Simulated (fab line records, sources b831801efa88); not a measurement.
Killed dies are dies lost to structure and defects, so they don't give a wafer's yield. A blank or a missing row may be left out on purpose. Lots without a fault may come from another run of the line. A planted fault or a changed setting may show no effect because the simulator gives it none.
fab line records | flow sky130
record lots=5 wafers=15 last_day=49
route steps=708 shown NWELL@60 PWDE@84 VT_ADJUST_HVTP@85 VT_ADJUST_LVTN@97
lots that met no fault: from a run of the same line without faults
start_h: hours from the record's first day to the start of the lot's first wafer shown | wait_h: hours since the lot's step before | " the same as in the row above | L1.1+2: a row that stands for several wafers | - no value, or no start given | * or withheld: withheld | < > ~ a bound
route shown NAME@n: a module of which the file shows steps, and the number in the route of the first | usual: mean/standard deviation of fault-free wafers | same: alike in all rows | chamber/n: place in a boat | sites: the reading at each site | _std_site: their standard deviation | _edge_site: outer sites' mean less inner sites' | radius_mm: how far each site lies from the wafer's centre | mask NAME#n: copy n | behind: the tool/chamber that last shaped the wafer | hold: why the lot was held/for how many hours/how that ended | device: the transistor (n, p or np) that didn't switch | end of line: the same wafers' tests at the end of the route | a step without rows: its recipe alone | killed: dies lost to structure and defects at the first sort, not the wafer's yield | map: a wafer's dies, x killed, . not, _ none there
set.NAME: the setting as run; set.NAME@STEP: as run at that earlier step | model.NAME: the simulator's own value behind a step, which no gauge read
lots at some steps of the route; a table a step, a row a wafer
services: from which hour (start_h, from the record's first day; less than 0 if before it) a tool's chamber was out of use, for how many hours, and why
## steps
# step SKY_NWELL_EXPOSE_07
# recipe mask_id=NWM na=0.6 source_shape=conventional sigma_outer=0.6 polarization=unpolarized target_cd_nm=840 dose_mj=255
# columns lot.wafer tool chamber start_h wait_h mask
L080.2+3+4 iline_stepper-01 0 - - NWM#0
L082.2+3+4 iline_stepper-01 0 - - NWM#0
L084.1+2+3 iline_stepper-01 0 - - NWM#0
L086.3+4+5 iline_stepper-01 0 - - NWM#0
L093.4+5+6 iline_stepper-01 0 - - NWM#0
# step SKY_NWELL_PEB_08
# recipe temp_c=115 time_s=withheld
# columns lot.wafer tool chamber start_h wait_h
L080.2+3+4 litho_track-03 0 - -
L082.2+3+4 litho_track-02 0 - -
L084.1+2+3 litho_track-04 0 - -
L086.3+4+5 litho_track-03 0 - -
L093.4+5+6 litho_track-04 0 - -
# step SKY_NWELL_DEVELOP_09
# recipe wall_angle_deg=90 developer=TMAH develop_time_s=60 dev_temp_c=23
# columns lot.wafer tool chamber start_h wait_h
L080.2+3+4 litho_track-03 0 - -
L082.2+3+4 litho_track-02 0 - -
L084.1+2+3 litho_track-04 0 - -
L086.3+4+5 litho_track-03 0 - -
L093.4+5+6 litho_track-04 0 - -
# step SKY_NWELL_OVL_MEAS_10
# usual NWELL_00_OVL=-0.7/1.7
# columns lot.wafer tool chamber start_h wait_h NWELL_00_OVL[nm]
L080.2 overlay-02 - 116.33 - -3.3
L080.3 " - " " 0.0
L080.4 " - " " 0.8
L082.2 overlay-01 - 132.30 - -0.6
L082.3 " - " " -0.7
L082.4 " - " " 0.1
L084.1 overlay-01 - 141.49 - -4.1
L084.2 " - " " -5.0
L084.3 " - " " -3.2
L086.3 overlay-02 - 163.34 - -2.2
L086.4 " - " " -2.6
L086.5 " - " " -1.3
L093.4 overlay-02 - 201.46 - -0.2
L093.5 " - " " -0.7
L093.6 " - " " 0.0
# step SKY_NWELL_IMPLANT_11
# recipe species=P energy_kev=400 dose_cm2=1.9e+13 tilt_deg=withheld
# usual dose_ions_cm2=1.9004e+13/1.9e+10
# columns lot.wafer tool chamber start_h wait_h dose_ions_cm2
L080.2 implanter-01 0 116.39 0.0 1.897e+13
L080.3 " 0 " " 1.8988e+13
L080.4 " 0 " " 1.9013e+13
L082.2 implanter-02 0 132.35 0.0 1.9011e+13
L082.3 " 0 " " 1.899e+13
L082.4 " 0 " " 1.8981e+13
L084.1 implanter-01 0 141.53 0.0 1.8984e+13
L084.2 " 0 " " 1.9028e+13
L084.3 " 0 " " 1.8995e+13
L086.3 implanter-02 0 163.41 0.1 1.8958e+13
L086.4 " 0 " " 1.8956e+13
L086.5 " 0 " " 1.8967e+13
L093.4 implanter-02 0 201.55 0.1 1.899e+13
L093.5 " 0 " " 1.9021e+13
L093.6 " 0 " " 1.9008e+13
# step SKY_NWELL_IMPLANT_12
# recipe species=P energy_kev=120.8 dose_cm2=1.3e+12 tilt_deg=withheld
# usual dose_ions_cm2=1.2999e+12/1.3e+09
# columns lot.wafer tool chamber start_h wait_h dose_ions_cm2
L080.2 implanter-01 0 116.54 0.1 1.2978e+12
L080.3 " 0 " " 1.2986e+12
L080.4 " 0 " " 1.2986e+12
L082.2 implanter-02 0 132.50 0.1 1.3005e+12
L082.3 " 0 " " 1.2961e+12
L082.4 " 0 " " 1.2979e+12
L084.1 implanter-01 0 141.68 0.1 1.3006e+12
L084.2 " 0 " " 1.2999e+12
L084.3 " 0 " " 1.2999e+12
L086.3 implanter-02 0 163.56 0.1 1.3003e+12
L086.4 " 0 " " 1.2994e+12
L086.5 " 0 " " 1.3002e+12
L093.4 implanter-02 0 201.70 0.1 1.2982e+12
L093.5 " 0 " " 1.2982e+12
L093.6 " 0 " " 1.2992e+12
# step SKY_NWELL_IMPLANT_13
# recipe species=P energy_kev=50 dose_cm2=7e+11 tilt_deg=withheld
# usual dose_ions_cm2=6.999e+11/8.5e+08
# columns lot.wafer tool chamber start_h wait_h dose_ions_cm2
L080.2 implanter-01 0 116.69 0.1 7.003e+11
L080.3 " 0 " " 6.996e+11
L080.4 " 0 " " 6.992e+11
L082.2 implanter-02 0 132.65 0.1 7.009e+11
L082.3 " 0 " " 6.995e+11
L082.4 " 0 " " 6.995e+11
L084.1 implanter-01 0 141.83 0.1 7.001e+11
L084.2 " 0 " " 6.989e+11
L084.3 " 0 " " 7.002e+11
L086.3 implanter-02 0 163.71 0.1 7e+11
L086.4 " 0 " " 7e+11
L086.5 " 0 " " 7.008e+11
L093.4 implanter-02 0 201.85 0.1 6.996e+11
L093.5 " 0 " " 6.996e+11
L093.6 " 0 " " 6.996e+11
# step SKY_NWELL_STRIP_14
# recipe chemistry=O2/N2 power_w=1400 pressure_mtorr=1500 platen_temp_c=withheld o2_flow_sccm=3000 n2_flow_sccm=300 overash_fraction=0.5
# usual drypump_motor_current_A=5.5/0.32 oes_product_au=0.722/0.0044 strip_time_to_endpoint_s=36.95/0.13
# columns lot.wafer tool chamber start_h wait_h drypump_motor_current_A oes_product_au rf_hours_counter_h strip_time_to_endpoint_s
L080.2 plasma_asher-02 0 116.81 0.1 5.6 0.724 42 36.81
L080.3 " 0 " " 5.6 0.724 - 36.85
L080.4 " 1 " " 5.5 0.719 - 36.90
L082.2 plasma_asher-02 0 132.78 0.1 5.6 0.726 44 36.89
L082.3 " 0 " " 5.6 0.723 - 36.88
L082.4 " 1 " " 5.5 0.721 - 36.88
L084.1 plasma_asher-02 1 141.98 0.1 5.5 0.727 45 37.02
L084.2 " 0 " " 5.7 0.718 45 36.97
L084.3 " 1 " " 5.5 0.718 - 36.97
L086.3 plasma_asher-03 0 163.85 0.1 6.0 0.722 - 36.81
L086.4 " 1 " " 5.9 0.721 - 36.92
L086.5 " 0 " " 6.0 0.718 - 36.77
L093.4 plasma_asher-03 1 201.96 0.1 5.9 0.726 - 36.93
L093.5 " 0 " " 6.0 0.724 - 36.86
L093.6 " 1 " " 5.9 0.724 - 36.93
# step SKY_NWELL_TW_MEAS_15
# usual NWELL_TW=1816/22
# columns lot.wafer tool chamber start_h wait_h NWELL_TW
L080.2 film_metro-04 - 116.92 0.1 1819
L080.3 " - " " 1831
L080.4 " - " " 1836
L082.2 film_metro-01 - 132.89 0.1 1788
L082.3 " - " " 1780
L082.4 " - " " 1794
L084.1 film_metro-01 - 142.08 0.1 1795
L084.2 " - " " 1785
L084.3 " - " " 1791
L086.3 film_metro-04 - 163.93 0.1 1840
L086.4 " - " " 1832
L086.5 " - " " 1841
L093.4 film_metro-01 - 202.06 0.1 1792
L093.5 " - " " 1787
L093.6 " - " " 1770
# step SKY_NWELL_DEHYDRATE_16
# recipe temp_c=200 time_s=60
# columns lot.wafer tool chamber start_h wait_h
L080.2+3+4 litho_track-02 0 124.82 7.9
L082.2+3+4 litho_track-03 0 141.70 8.8
L084.1+2+3 litho_track-02 0 151.69 9.6
L086.3+4+5 litho_track-04 0 173.64 9.7
L093.4+5+6 litho_track-04 0 212.12 10.0
# step SKY_NWELL_HMDS_17
# recipe prime_time_s=60 prime_temp_c=120
# columns lot.wafer tool chamber start_h wait_h
L080.2+3+4 litho_track-02 0 124.97 0.1
L082.2+3+4 litho_track-03 0 141.85 0.1
L084.1+2+3 litho_track-02 0 151.84 0.1
L086.3+4+5 litho_track-04 0 173.79 0.1
L093.4+5+6 litho_track-04 0 212.27 0.1
# step SKY_NWELL_COAT_18
# recipe spin_rpm=2000 resist_thk_nm=3000
# columns lot.wafer tool chamber start_h wait_h
L080.2+3+4 litho_track-02 0 125.12 0.1
L082.2+3+4 litho_track-03 0 142.00 0.1
L084.1+2+3 litho_track-02 0 151.99 0.1
L086.3+4+5 litho_track-04 0 173.94 0.1
L093.4+5+6 litho_track-04 0 212.42 0.1
# step SKY_NWELL_SOFTBAKE_19
# recipe temp_c=110 time_s=withheld
# columns lot.wafer tool chamber start_h wait_h
L080.2+3+4 litho_track-02 0 125.28 0.1
L082.2+3+4 litho_track-03 0 142.16 0.1
L084.1+2+3 litho_track-02 0 152.14 0.1
L086.3+4+5 litho_track-04 0 174.11 0.1
L093.4+5+6 litho_track-04 0 212.59 0.1
# step SKY_NWELL_EXPOSE_20
# recipe mask_id=NWM_COMPLEMENT na=0.6 source_shape=conventional sigma_outer=0.6 polarization=unpolarized target_cd_nm=840 dose_mj=260
# columns lot.wafer tool chamber start_h wait_h mask
L080.2+3+4 iline_stepper-02 0 - - NWM_COMPLEMENT#0
L082.2+3+4 iline_stepper-02 0 - - NWM_COMPLEMENT#0
L084.1+2+3 iline_stepper-01 0 - - NWM_COMPLEMENT#0
L086.3+4+5 iline_stepper-02 0 - - NWM_COMPLEMENT#0
L093.4+5+6 iline_stepper-01 0 - - NWM_COMPLEMENT#0
# step SKY_NWELL_PEB_21
# recipe temp_c=115 time_s=withheld
# columns lot.wafer tool chamber start_h wait_h
L080.2+3+4 litho_track-04 0 - -
L082.2+3+4 litho_track-03 0 - -
L084.1+2+3 litho_track-02 0 - -
L086.3+4+5 litho_track-02 0 - -
L093.4+5+6 litho_track-02 0 - -
# step SKY_NWELL_DEVELOP_22
# recipe wall_angle_deg=90 developer=TMAH develop_time_s=60 dev_temp_c=23
# columns lot.wafer tool chamber start_h wait_h
L080.2+3+4 litho_track-04 0 - -
L082.2+3+4 litho_track-03 0 - -
L084.1+2+3 litho_track-02 0 - -
L086.3+4+5 litho_track-02 0 - -
L093.4+5+6 litho_track-02 0 - -
# step SKY_NWELL_OVL_MEAS_23
# usual NWELL_01_OVL=0.9/1.3
# columns lot.wafer tool chamber start_h wait_h NWELL_01_OVL[nm]
L080.2 overlay-02 - 134.55 - 0.6
L080.3 " - " " 1.4
L080.4 " - " " 1.8
L082.2 overlay-01 - 152.38 - 1.1
L082.3 " - " " 1.5
L082.4 " - " " 1.3
L084.1 overlay-01 - 161.69 - -1.6
L084.2 " - " " -0.5
L084.3 " - " " -0.1
L086.3 overlay-02 - 183.55 - 0.7
L086.4 " - " " 1.3
L086.5 " - " " 1.1
L093.4 overlay-02 - 224.16 - 0.5
L093.5 " - " " 2.0
L093.6 " - " " 2.2
# step SKY_NWELL_IMPLANT_24
# recipe species=B energy_kev=140 dose_cm2=9.2e+12 tilt_deg=withheld
# usual dose_ions_cm2=9.199e+12/8.5e+09
# columns lot.wafer tool chamber start_h wait_h dose_ions_cm2
L080.2 implanter-04 0 134.60 0.0 9.198e+12
L080.3 " 0 " " 9.201e+12
L080.4 " 0 " " 9.206e+12
L082.2 implanter-04 0 152.44 0.0 9.209e+12
L082.3 " 0 " " 9.21e+12
L082.4 " 0 " " 9.22e+12
L084.1 implanter-04 0 161.73 0.0 9.2e+12
L084.2 " 0 " " 9.206e+12
L084.3 " 0 " " 9.199e+12
L086.3 implanter-04 0 183.63 0.1 9.191e+12
L086.4 " 0 " " 9.206e+12
L086.5 " 0 " " 9.211e+12
L093.4 implanter-01 0 224.25 0.1 9.188e+12
L093.5 " 0 " " 9.201e+12
L093.6 " 0 " " 9.211e+12
# step SKY_NWELL_STRIP_25
# recipe chemistry=O2/N2 power_w=1400 pressure_mtorr=1500 platen_temp_c=withheld o2_flow_sccm=3000 n2_flow_sccm=300 overash_fraction=0.5
# usual drypump_motor_current_A=5.6/0.33 oes_product_au=0.722/0.0047 strip_time_to_endpoint_s=36.96/0.12
# columns lot.wafer tool chamber start_h wait_h drypump_motor_current_A oes_product_au rf_hours_counter_h strip_time_to_endpoint_s
L080.2 plasma_asher-04 0 134.73 0.1 5.4 0.723 32 36.89
L080.3 " 1 " " 5.0 0.725 - 36.98
L080.4 " 0 " " 5.3 0.722 - 36.95
L082.2 plasma_asher-02 1 152.56 0.1 5.5 0.732 45 36.94
L082.3 " 1 " " 5.5 0.721 - 36.84
L082.4 " 0 " " 5.7 0.723 - 36.94
L084.1 plasma_asher-04 1 161.88 0.1 5.0 0.723 35 36.91
L084.2 " 0 " " 5.3 0.731 35 36.88
L084.3 " 0 " " 5.3 0.724 - 36.87
L086.3 plasma_asher-03 1 183.76 0.1 5.9 0.722 - 37.07
L086.4 " 0 " " 6.0 0.718 - 37.09
L086.5 " 0 " " 6.0 0.728 - 37.13
L093.4 plasma_asher-04 1 224.36 0.1 5.0 0.717 - 36.99
L093.5 " 0 " " 5.3 0.717 - 37.00
L093.6 " 1 " " 5.0 0.717 - 36.93
# step SKY_NWELL_TW_MEAS_26
# usual NWELL_2_TW=496/5.6
# columns lot.wafer tool chamber start_h wait_h NWELL_2_TW
L080.2 film_metro-03 - 134.84 0.1 495
L080.3 " - " " 495
L080.4 " - " " 494
L082.2 film_metro-01 - 152.67 0.1 488
L082.3 " - " " 488
L082.4 " - " " 489
L084.1 film_metro-04 - 161.98 0.1 504
L084.2 " - " " 503
L084.3 " - " " 499
L086.3 film_metro-04 - 183.96 0.2 501
L086.4 " - " " 502
L086.5 " - " " 499
L093.4 film_metro-01 - 224.46 0.1 484
L093.5 " - " " 484
L093.6 " - " " 486
# step SKY_NWELL_CLEAN_27
# recipe chemistry=SC1/SC2 mix=1:4:20 temp_c=70 time_s=150 dry=n2_spin
# columns lot.wafer tool chamber start_h wait_h
L080.2+3+4 wet_bench-04 0 134.89 0.0
L082.2+3+4 wet_bench-04 2 152.72 0.0
L084.1+2+3 wet_bench-01 2 162.04 0.1
L086.3+4+5 wet_bench-03 3 184.00 0.0
L093.4+5+6 wet_bench-04 1 224.49 0.0
# step SKY_NWELL_RTA_28
# recipe temp_c=1050 time_s=30 idle_temp_c=650 ramp_up_c_per_s=150 ramp_down_c_per_s=90 ambient=N2
# usual lamp_power_pct=25.31/0.059 wafer_temp_C_max=1054.8/1
# columns lot.wafer tool chamber start_h wait_h lamp_power_pct wafer_temp_C_max
L080.2 rtp_anneal-01 0 135.00 0.0 25.33 1055.5
L080.3 " 0 " " 25.26 1056.4
L080.4 " 0 " " 25.31 1055.3
L082.2 rtp_anneal-01 0 152.79 0.0 25.28 1055.3
L082.3 " 0 " " 25.34 1054.4
L082.4 " 0 " " 25.23 1054.8
L084.1 rtp_anneal-02 0 162.09 0.0 25.41 1055.4
L084.2 " 0 " " 25.27 1053.1
L084.3 " 0 " " 25.34 1057.8
L086.3 rtp_anneal-02 0 184.09 0.0 25.41 1054.8
L086.4 " 0 " " 25.34 1054.6
L086.5 " 0 " " 25.38 1059.1
L093.4 rtp_anneal-02 0 224.59 0.1 25.18 1053.2
L093.5 " 0 " " 25.31 1053.6
L093.6 " 0 " " 25.34 1055.5
# step SKY_NWELL_RS_MEAS_29
# recipe thk_meas_gauge=four-point-probe
# usual NWELL_RS=624.7/1.5
# columns lot.wafer tool chamber start_h wait_h NWELL_RS[ohm/sq]
L080.2 film_metro-03 - 135.16 0.1 624.7
L080.3 " - " " 624.8
L080.4 " - " " 625.1
L082.2 film_metro-03 - 152.89 0.1 627.5
L082.3 " - " " 626.5
L082.4 " - " " 626.5
L084.1 film_metro-04 - 162.24 0.1 626.3
L084.2 " - " " 626.2
L084.3 " - " " 626.6
L086.3 film_metro-03 - 184.19 0.1 623.6
L086.4 " - " " 623.5
L086.5 " - " " 624.0
L093.4 film_metro-03 - 224.70 0.1 623.3
L093.5 " - " " 624.3
L093.6 " - " " 624.3
# step SKY_NWELL_RS_MEAS_31
# recipe thk_meas_gauge=four-point-probe
# usual PWDE_RS=5283/16
# columns lot.wafer tool chamber start_h wait_h PWDE_RS[ohm/sq]
L080.2 film_metro-03 - 135.40 0.1 5250
L080.3 " - " " 5283
L080.4 " - " " 5276
L082.2 film_metro-03 - 153.13 0.1 5306
L082.3 " - " " 5294
L082.4 " - " " 5294
L084.1 film_metro-04 - 162.48 0.1 5271
L084.2 " - " " 5279
L084.3 " - " " 5278
L086.3 film_metro-03 - 184.43 0.1 5281
L086.4 " - " " 5282
L086.5 " - " " 5277
L093.4 film_metro-03 - 224.94 0.1 5290
L093.5 " - " " 5277
L093.6 " - " " 5262
# step SKY_VT_ADJUST_HVTP_DEHYDRATE_00
# recipe temp_c=200 time_s=60
# columns lot.wafer tool chamber start_h wait_h
L080.2+3+4 litho_track-04 0 144.37 8.9
L082.2+3+4 litho_track-03 0 162.40 9.2
L084.1+2+3 litho_track-01 0 172.15 9.6
L086.3+4+5 litho_track-01 0 195.05 10.6
L093.4+5+6 litho_track-01 0 235.62 10.7
# step SKY_VT_ADJUST_HVTP_HMDS_01
# recipe prime_time_s=60 prime_temp_c=120
# columns lot.wafer tool chamber start_h wait_h
L080.2+3+4 litho_track-04 0 144.52 0.1
L082.2+3+4 litho_track-03 0 162.55 0.1
L084.1+2+3 litho_track-01 0 172.30 0.1
L086.3+4+5 litho_track-01 0 195.20 0.1
L093.4+5+6 litho_track-01 0 235.77 0.1
# step SKY_VT_ADJUST_HVTP_COAT_02
# recipe resist=NOVOLAK spin_rpm=3000 resist_thk_nm=1140
# columns lot.wafer tool chamber start_h wait_h
L080.2+3+4 litho_track-04 0 144.67 0.1
L082.2+3+4 litho_track-03 0 162.70 0.1
L084.1+2+3 litho_track-01 0 172.45 0.1
L086.3+4+5 litho_track-01 0 195.35 0.1
L093.4+5+6 litho_track-01 0 235.92 0.1
# step SKY_VT_ADJUST_HVTP_SOFTBAKE_03
# recipe temp_c=90 time_s=60 resist=NOVOLAK
# columns lot.wafer tool chamber start_h wait_h
L080.2+3+4 litho_track-04 0 144.82 0.1
L082.2+3+4 litho_track-03 0 162.85 0.1
L084.1+2+3 litho_track-01 0 172.60 0.1
L086.3+4+5 litho_track-01 0 195.50 0.1
L093.4+5+6 litho_track-01 0 236.07 0.1
# step SKY_VT_ADJUST_HVTP_EXPOSE_04
# recipe mask_id=HVTPM na=0.6 source_shape=conventional sigma_outer=0.6 polarization=unpolarized target_cd_nm=380 dose_mj=140
# columns lot.wafer tool chamber start_h wait_h mask
L080.2+3+4 iline_stepper-02 0 - - HVTPM#0
L082.2+3+4 iline_stepper-01 0 - - HVTPM#0
L084.1+2+3 iline_stepper-01 0 - - HVTPM#0
L086.3+4+5 iline_stepper-01 0 - - HVTPM#0
L093.4+5+6 iline_stepper-02 0 - - HVTPM#0
# step SKY_VT_ADJUST_HVTP_PEB_05
# recipe temp_c=withheld time_s=* resist=NOVOLAK
# columns lot.wafer tool chamber start_h wait_h
L080.2+3+4 litho_track-01 0 - -
L082.2+3+4 litho_track-01 0 - -
L084.1+2+3 litho_track-01 0 - -
L086.3+4+5 litho_track-03 0 - -
L093.4+5+6 litho_track-03 0 - -
# step SKY_VT_ADJUST_HVTP_DEVELOP_06
# recipe resist=NOVOLAK developer=TMAH develop_time_s=61.1 dev_temp_c=23
# columns lot.wafer tool chamber start_h wait_h
L080.2+3+4 litho_track-01 0 155.02 0.1
L082.2+3+4 litho_track-01 0 172.92 0.1
L084.1+2+3 litho_track-01 0 182.50 0.1
L086.3+4+5 litho_track-03 0 205.43 0.1
L093.4+5+6 litho_track-03 0 248.25 0.1
# step SKY_VT_ADJUST_HVTP_CD_MEAS_07
# recipe target_cd_nm=380
# usual cd_nm=379.3/2.2
# columns lot.wafer tool chamber start_h wait_h cd_nm
L080.2 cd_sem-02 - 155.17 0.1 380.7
L080.3 " - " " 382.8
L080.4 " - " " 377.3
L082.2 cd_sem-01 - 173.07 0.1 378.6
L082.3 " - " " 378.1
L082.4 " - " " 378.6
L084.1 cd_sem-02 - 182.66 0.1 377.4
L084.2 " - " " 378.2
L084.3 " - " " 379.0
L086.3 cd_sem-02 - 205.57 0.1 379.0
L086.4 " - " " 378.0
L086.5 " - " " 379.8
L093.4 cd_sem-01 - 248.39 0.1 377.7
L093.5 " - " " 374.2
L093.6 " - " " 375.7
# step SKY_VT_ADJUST_HVTP_OVL_MEAS_08
# usual VT_ADJUST_HVTP_OVL=0.9/1.3
# columns lot.wafer tool chamber start_h wait_h VT_ADJUST_HVTP_OVL[nm]
L080.2 overlay-01 - 155.27 0.1 -1.5
L080.3 " - " " -1.9
L080.4 " - " " -0.5
L082.2 overlay-01 - 173.17 0.1 0.6
L082.3 " - " " 0.6
L082.4 " - " " 1.4
L084.1 overlay-02 - 182.78 0.1 0.8
L084.2 " - " " 2.2
L084.3 " - " " 0.9
L086.3 overlay-02 - 205.66 0.1 0.0
L086.4 " - " " 0.0
L086.5 " - " " 0.6
L093.4 overlay-01 - 248.46 0.1 2.4
L093.5 " - " " 2.7
L093.6 " - " " 2.4
# step SKY_VT_ADJUST_HVTP_IMPLANT_09
# recipe species=As energy_kev=150 dose_cm2=4.3e+12 tilt_deg=withheld
# usual dose_ions_cm2=4.299e+12/4.3e+09
# columns lot.wafer tool chamber start_h wait_h dose_ions_cm2
L080.2 implanter-04 0 155.33 0.0 4.295e+12
L080.3 " 0 " " 4.294e+12
L080.4 " 0 " " 4.301e+12
L082.2 implanter-04 0 173.23 0.0 4.294e+12
L082.3 " 0 " " 4.302e+12
L082.4 " 0 " " 4.297e+12
L084.1 implanter-04 0 182.82 0.0 4.293e+12
L084.2 " 0 " " 4.302e+12
L084.3 " 0 " " 4.299e+12
L086.3 implanter-02 0 205.73 0.1 4.293e+12
L086.4 " 0 " " 4.293e+12
L086.5 " 0 " " 4.295e+12
L093.4 implanter-03 0 248.56 0.1 4.297e+12
L093.5 " 0 " " 4.304e+12
L093.6 " 0 " " 4.298e+12
# step SKY_VT_ADJUST_HVTP_STRIP_10
# recipe chemistry=O2/N2 power_w=1400 pressure_mtorr=1500 platen_temp_c=withheld o2_flow_sccm=3000 n2_flow_sccm=300 overash_fraction=0.5
# usual drypump_motor_current_A=5.65/0.22 oes_product_au=0.716/0.0046 strip_time_to_endpoint_s=14.18/0.043
# columns lot.wafer tool chamber start_h wait_h drypump_motor_current_A oes_product_au rf_hours_counter_h strip_time_to_endpoint_s
L080.2 plasma_asher-03 0 155.45 0.1 6.00 0.716 46 14.19
L080.3 " 0 " " 6.00 0.713 - 14.15
L080.4 " 1 " " 5.95 0.716 - 14.21
L082.2 plasma_asher-01 0 173.35 0.1 5.41 0.718 5 14.25
L082.3 " 1 " " 5.43 0.709 - 14.22
L082.4 " 0 " " 5.44 0.715 - 14.21
L084.1 plasma_asher-02 0 182.97 0.1 5.59 0.713 48 14.14
L084.2 " 1 " " 5.48 0.711 48 14.13
L084.3 " 0 " " 5.58 0.720 - 14.11
L086.3 plasma_asher-02 0 205.87 0.1 5.65 0.722 - 14.15
L086.4 " 1 " " 5.50 0.719 - 14.16
L086.5 " 1 " " 5.47 0.705 - 14.12
L093.4 plasma_asher-02 1 248.67 0.1 5.47 0.716 - 14.15
L093.5 " 0 " " 5.69 0.714 - 14.21
L093.6 " 1 " " 5.46 0.716 - 14.16
# step SKY_VT_ADJUST_HVTP_TW_MEAS_11
# usual VT_ADJUST_HVTP_TW=1352/16
# columns lot.wafer tool chamber start_h wait_h VT_ADJUST_HVTP_TW
L080.2 film_metro-01 - 155.56 0.1 1328
L080.3 " - " " 1332
L080.4 " - " " 1331
L082.2 film_metro-01 - 173.46 0.1 1341
L082.3 " - " " 1336
L082.4 " - " " 1331
L084.1 film_metro-02 - 183.07 0.1 1357
L084.2 " - " " 1361
L084.3 " - " " 1361
L086.3 film_metro-02 - 205.95 0.1 1368
L086.4 " - " " 1367
L086.5 " - " " 1364
L093.4 film_metro-02 - 248.76 0.1 1354
L093.5 " - " " 1354
L093.6 " - " " 1356
# step SKY_VT_ADJUST_LVTN_DEHYDRATE_00
# recipe temp_c=200 time_s=60
# columns lot.wafer tool chamber start_h wait_h
L080.2+3+4 litho_track-02 0 164.07 8.5
L082.2+3+4 litho_track-01 0 182.67 9.2
L084.1+2+3 litho_track-02 0 193.09 10.0
L086.3+4+5 litho_track-01 0 216.35 10.4
L093.4+5+6 litho_track-01 0 259.92 11.1
# step SKY_VT_ADJUST_LVTN_HMDS_01
# recipe prime_time_s=60 prime_temp_c=120
# columns lot.wafer tool chamber start_h wait_h
L080.2+3+4 litho_track-02 0 164.22 0.1
L082.2+3+4 litho_track-01 0 182.82 0.1
L084.1+2+3 litho_track-02 0 193.24 0.1
L086.3+4+5 litho_track-01 0 216.50 0.1
L093.4+5+6 litho_track-01 0 260.07 0.1
# step SKY_VT_ADJUST_LVTN_COAT_02
# recipe spin_rpm=2000 resist_thk_nm=3000
# columns lot.wafer tool chamber start_h wait_h
L080.2+3+4 litho_track-02 0 164.37 0.1
L082.2+3+4 litho_track-01 0 182.97 0.1
L084.1+2+3 litho_track-02 0 193.39 0.1
L086.3+4+5 litho_track-01 0 216.65 0.1
L093.4+5+6 litho_track-01 0 260.22 0.1
# step SKY_VT_ADJUST_LVTN_SOFTBAKE_03
# recipe temp_c=110 time_s=withheld
# columns lot.wafer tool chamber start_h wait_h
L080.2+3+4 litho_track-02 0 164.52 0.1
L082.2+3+4 litho_track-01 0 183.13 0.1
L084.1+2+3 litho_track-02 0 193.54 0.1
L086.3+4+5 litho_track-01 0 216.81 0.1
L093.4+5+6 litho_track-01 0 260.40 0.1
# step SKY_VT_ADJUST_LVTN_EXPOSE_04
# recipe mask_id=NWM_COMPLEMENT_LESS_NATIVE na=0.6 source_shape=conventional sigma_outer=0.6 polarization=unpolarized target_cd_nm=840 dose_mj=194
# columns lot.wafer tool chamber start_h wait_h mask
L080.2+3+4 iline_stepper-02 0 - - NWM_COMPLEMENT_LESS_NATIVE#0
L082.2+3+4 iline_stepper-01 0 - - NWM_COMPLEMENT_LESS_NATIVE#0
L084.1+2+3 iline_stepper-02 0 - - NWM_COMPLEMENT_LESS_NATIVE#0
L086.3+4+5 iline_stepper-01 0 - - NWM_COMPLEMENT_LESS_NATIVE#0
L093.4+5+6 iline_stepper-01 0 - - NWM_COMPLEMENT_LESS_NATIVE#0
# step SKY_VT_ADJUST_LVTN_PEB_05
# recipe temp_c=115 time_s=withheld
# columns lot.wafer tool chamber start_h wait_h
L080.2+3+4 litho_track-02 0 - -
L082.2+3+4 litho_track-02 0 - -
L084.1+2+3 litho_track-03 0 - -
L086.3+4+5 litho_track-02 0 - -
L093.4+5+6 litho_track-02 0 - -
# step SKY_VT_ADJUST_LVTN_DEVELOP_06
# recipe wall_angle_deg=90 developer=TMAH develop_time_s=60 dev_temp_c=23
# columns lot.wafer tool chamber start_h wait_h
L080.2+3+4 litho_track-02 0 - -
L082.2+3+4 litho_track-02 0 - -
L084.1+2+3 litho_track-03 0 - -
L086.3+4+5 litho_track-02 0 - -
L093.4+5+6 litho_track-02 0 - -
# step SKY_VT_ADJUST_LVTN_OVL_MEAS_07
# usual VT_ADJUST_LVTN_OVL=-0.3/1.3
# columns lot.wafer tool chamber start_h wait_h VT_ADJUST_LVTN_OVL[nm]
L080.2 overlay-01 - 175.00 - -1.1
L080.3 " - " " -0.4
L080.4 " - " " -2.0
L082.2 overlay-01 - 194.10 - 1.6
L082.3 " - " " 2.2
L082.4 " - " " 1.5
L084.1 overlay-01 - 204.43 - -2.4
L084.2 " - " " -1.6
L084.3 " - " " 0.2
L086.3 overlay-02 - 228.25 - -1.6
L086.4 " - " " -2.1
L086.5 " - " " -0.8
L093.4 overlay-02 - 272.51 - -0.6
L093.5 " - " " -1.8
L093.6 " - " " -1.4
# step SKY_VT_ADJUST_LVTN_IMPLANT_08
# recipe species=B energy_kev=30 dose_cm2=1.57e+12 tilt_deg=withheld
# usual dose_ions_cm2=1.5701e+12/1.6e+09
# columns lot.wafer tool chamber start_h wait_h dose_ions_cm2
L080.2 implanter-03 0 175.05 0.0 1.5702e+12
L080.3 " 0 " " 1.572e+12
L080.4 " 0 " " 1.5695e+12
L082.2 implanter-03 0 194.15 0.0 1.5709e+12
L082.3 " 0 " " 1.5736e+12
L082.4 " 0 " " 1.569e+12
L084.1 implanter-01 0 204.46 0.0 1.5692e+12
L084.2 " 0 " " 1.5706e+12
L084.3 " 0 " " 1.5711e+12
L086.3 implanter-04 0 228.33 0.1 1.5698e+12
L086.4 " 0 " " 1.5699e+12
L086.5 " 0 " " 1.5673e+12
L093.4 implanter-04 0 272.60 0.1 1.5693e+12
L093.5 " 0 " " 1.5689e+12
L093.6 " 0 " " 1.569e+12
## services
# columns tool chamber start_h hours kind
plasma_asher-01 - 93.36 2.8 pm
implanter-01 - 102.30 1.2 repair
plasma_asher-01 - 108.75 9.0 pm
plasma_asher-01 0 108.75 9.0 vent_cycle
plasma_asher-01 1 108.75 9.0 vent_cycle
plasma_asher-01 0 117.75 - clean
plasma_asher-01 1 117.75 - clean
implanter-04 - 139.47 1.2 repair
iline_stepper-02 - 140.16 1.2 repair
plasma_asher-02 - 158.28 8.8 repair
implanter-01 - 172.42 5.5 pm
implanter-02 - 185.39 3.7 repair
implanter-02 - 186.50 4.1 repair
iline_stepper-02 - 186.65 2.8 repair
plasma_asher-02 - 191.94 1.1 repair
implanter-04 - 199.06 9.6 repair
implanter-04 - 229.86 1.6 repair
iline_stepper-02 - 230.48 1.7 pm
implanter-04 - 233.16 2.6 pm
implanter-03 - 254.54 4.0 pm
## key
fault none
